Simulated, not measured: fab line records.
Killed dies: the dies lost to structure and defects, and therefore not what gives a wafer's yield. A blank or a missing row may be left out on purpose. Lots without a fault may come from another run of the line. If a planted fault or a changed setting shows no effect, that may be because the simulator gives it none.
What tool caused it? + flow gf180mcu + 7 lots, 21 wafers sampled, at 2 steps of a route of 602

## WHAT THE GAUGES SHOWED, per wafer
GF_VT_IMPLANT_RS_MEAS_48: a four-point-probe measurement.
| lot  | measured     | on            | LVPWELL_RS (ohm/sq) |
|------|--------------|---------------|---------------------|
| L434 | day 8 02:57  | film metro-01 | 1211 1209 1209      |
| L437 | day 8 17:35  | film metro-01 | 1213 1211 1209      |
| L439 | day 9 08:18  | film metro-01 | 1213 1212 1211      |
| L441 | day 9 20:45  | film metro-02 | 1207 1210 1206      |
| L444 | day 10 18:17 | film metro-01 | 1212 1210 1210      |
| L446 | day 11 04:41 | film metro-02 | 1205 1206 1209      |
| L452 | day 12 21:08 | film metro-02 | 1254 1250 1252      |

## WHAT TOOL EACH LOT RAN ON (gives the tool, then ch and the chambers of the sampled wafers, and finally the start)
| lot  | GF_LVPWELL_IMPLANT_08          |
|------|--------------------------------|
| L434 | implanter-04 ch 0, day 4 07:25 |
| L437 | implanter-04 ch 0, day 4 19:09 |
| L439 | implanter-04 ch 0, day 5 09:28 |
| L441 | implanter-04 ch 0, day 5 18:30 |
| L444 | implanter-04 ch 0, day 6 12:33 |
| L446 | implanter-04 ch 0, day 6 23:03 |
| L452 | implanter-04 ch 0, day 8 09:09 |
- GF_LVPWELL_IMPLANT_08

## THE ANSWER, worked out from the rows above alone
Rule: the usual values come from the lots themselves. Put in order of their means at a reading, lots are off if they are a third of the lots or fewer, leave a main group of 4 or more, and stand apart from it by a gap of 3 or more times the standard deviation of the main group's means; of several such gaps the widest counts. The tables above print the reading to a certain number of digits; a main group whose means all agree to those digits is not used. A lot without any number at a reading at which 4 lots or more have one is off too. The other lots that the step has rows for count as sound.
Off: L452, seen at GF_VT_IMPLANT_RS_MEAS_48 (LVPWELL_RS). Mean 1210 ohm/sq and standard deviation 1.9 in the main group.
A tool fits if, at a process step before that reading, it ran every lot that is off, and no sound lot after the first of them. The gauges at GF_VT_IMPLANT_RS_MEAS_48 are tried like those tools. Undecided on this evidence; 2 tools fit (implanter-04 at GF_LVPWELL_IMPLANT_08, film metro-02 at GF_VT_IMPLANT_RS_MEAS_48).

## WHAT WAS PUT IN BY THE SIMULATOR
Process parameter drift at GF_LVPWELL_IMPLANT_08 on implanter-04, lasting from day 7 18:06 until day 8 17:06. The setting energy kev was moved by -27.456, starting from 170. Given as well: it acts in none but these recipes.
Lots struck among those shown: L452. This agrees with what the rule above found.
